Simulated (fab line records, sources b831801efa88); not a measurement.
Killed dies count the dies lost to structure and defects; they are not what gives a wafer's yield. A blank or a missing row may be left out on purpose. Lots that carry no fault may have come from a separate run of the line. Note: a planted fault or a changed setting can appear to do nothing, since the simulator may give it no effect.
A lot that was struck, set against a sound lot :: flow sky130 :: 16 steps out of a route of 708
Sound: the wafers L228.1, L228.3, L228.5. The struck wafers were L224.1, L224.3. At the end, the cause is stated.
At each step with rows: each side's tool, then ch and its chambers, then its first start. Under that, the readings that differ: sound wafers :: struck wafers :: difference of the means :: sigmas: that difference in standard deviations of wafers without a fault.
alike: readings whose means differ by less than 2 such deviations, and words and numbers that are the same on both sides. not compared: withheld readings, readings that some wafer has no value for, bounds like >300 that may hide the same value, and numbers for which the record gives no deviation and whose values overlap.
Wherever a step has rows on one side only, a row that says differs or no value, or a row with sigmas, the two part there. When numbers do not overlap yet have no deviation, they are printed without sigmas and do not part them. Lack of a reading on every wafer of one side parts them only where that side has two or more wafers.

SKY_VIA3_BOW_MEAS_03:
  struck on film-metro-01, day 44 01:15; sound on film-metro-04, day 44 20:17
  alike: VIA3_BOW
then, 8 steps without rows for these wafers: SKY_VIA3_DEHYDRATE_04 (time 60 s); SKY_VIA3_HMDS_05 (prime time 60 s); SKY_VIA3_COAT_06 (resist thk 60 nm); SKY_VIA3_COAT_07 (resist thk 450 nm); SKY_VIA3_SOFTBAKE_08 (time 90 s); SKY_VIA3_EXPOSE_09 (exposes mask VIM3, target cd 200 nm); SKY_VIA3_PEB_10; SKY_VIA3_DEVELOP_11 (develop time 60 s).
SKY_VIA3_CD_MEAS_12 targets a cd of 200 nm.
  struck on cd-sem-01, day 44 23:56; sound on cd-sem-02, day 45 17:26
  alike: cd-nm
SKY_VIA3_OVL_MEAS_13:
  struck on overlay-02, day 45 00:04; sound on overlay-02, day 45 17:34
  alike: VIA3_OVL
SKY_VIA3_ETCH_14: etches BARC in N2/H2, stops on SiO2, time 45.9 s, target depth 60 nm.
  sound on rie-diel-04 ch 1,3, day 45 17:36; struck on rie-diel-01 ch 0,2, day 45 00:06
  alike: drypump-motor-current-A, h2-flow-sccm, oes-product-au, throttle-valve-pct
  not compared: rf-hours-counter-h
SKY_VIA3_ETCH_15: etches SiO2 in C4F8/O2/Ar, stops on TiN, target depth 507 nm, time 78 s.
  sound on rie-diel-04 ch 1,3, day 45 17:38; struck on rie-diel-01 ch 0,2, day 45 00:08
reading: model.KrF-thick_of_VIA3_COAT_07.thk-nm (nm)
sound: 292.8 292.4 293
struck: 243.3 243.6
difference: -49.3
sigmas: 

reading: model.TiN_of_METAL3_SPUTTER_04.thk-nm (nm)
sound: 70.36 70.26 69.79
struck: 61.6 61.5
difference: -8.6
sigmas: 

reading: model.VIA3.feature-depth-nm (nm)
sound: 462.7 464.1 464.6
struck: 473.1 472.1
difference: +8.8
sigmas: 
  alike: oes-product-au
SKY_VIA3_STRIP_16: strips in O2/N2.
  sound on plasma-asher-02 ch 0,1, day 45 17:42; struck on plasma-asher-02 ch 0,1, day 45 00:12
reading: oes-product-au (a.u.)
sound: 0.397 0.394 0.408
struck: 0.381 0.390
difference: -0.014
sigmas: -3

reading: strip-time-to-endpoint-s (s)
sound: 4.146 4.136 4.160
struck: 3.607 3.609
difference: -0.539
sigmas: -23
  alike: drypump-motor-current-A
  not compared: rf-hours-counter-h
then, 1 step without rows for these wafers: SKY_VIA3_STRIP_17 (strips in post etch residue remover, time 1200 s).
-- the record jumps here: 5 days lie between the struck wafers' starts before and after (it left off in module VIA3 and takes up again in module PAD_OPEN, whose first step shown is number 708 of the route) --
SKY_PAD_OPEN_PROBE_99:
  only the struck wafers here have rows in the record (prober-01, day 50 02:29); the sound ones have none

## WHERE THEY PART
Earliest at SKY_VIA3_STRIP_16; latest, in this record, at SKY_PAD_OPEN_PROBE_99.

WHY: what had been put in by the simulator
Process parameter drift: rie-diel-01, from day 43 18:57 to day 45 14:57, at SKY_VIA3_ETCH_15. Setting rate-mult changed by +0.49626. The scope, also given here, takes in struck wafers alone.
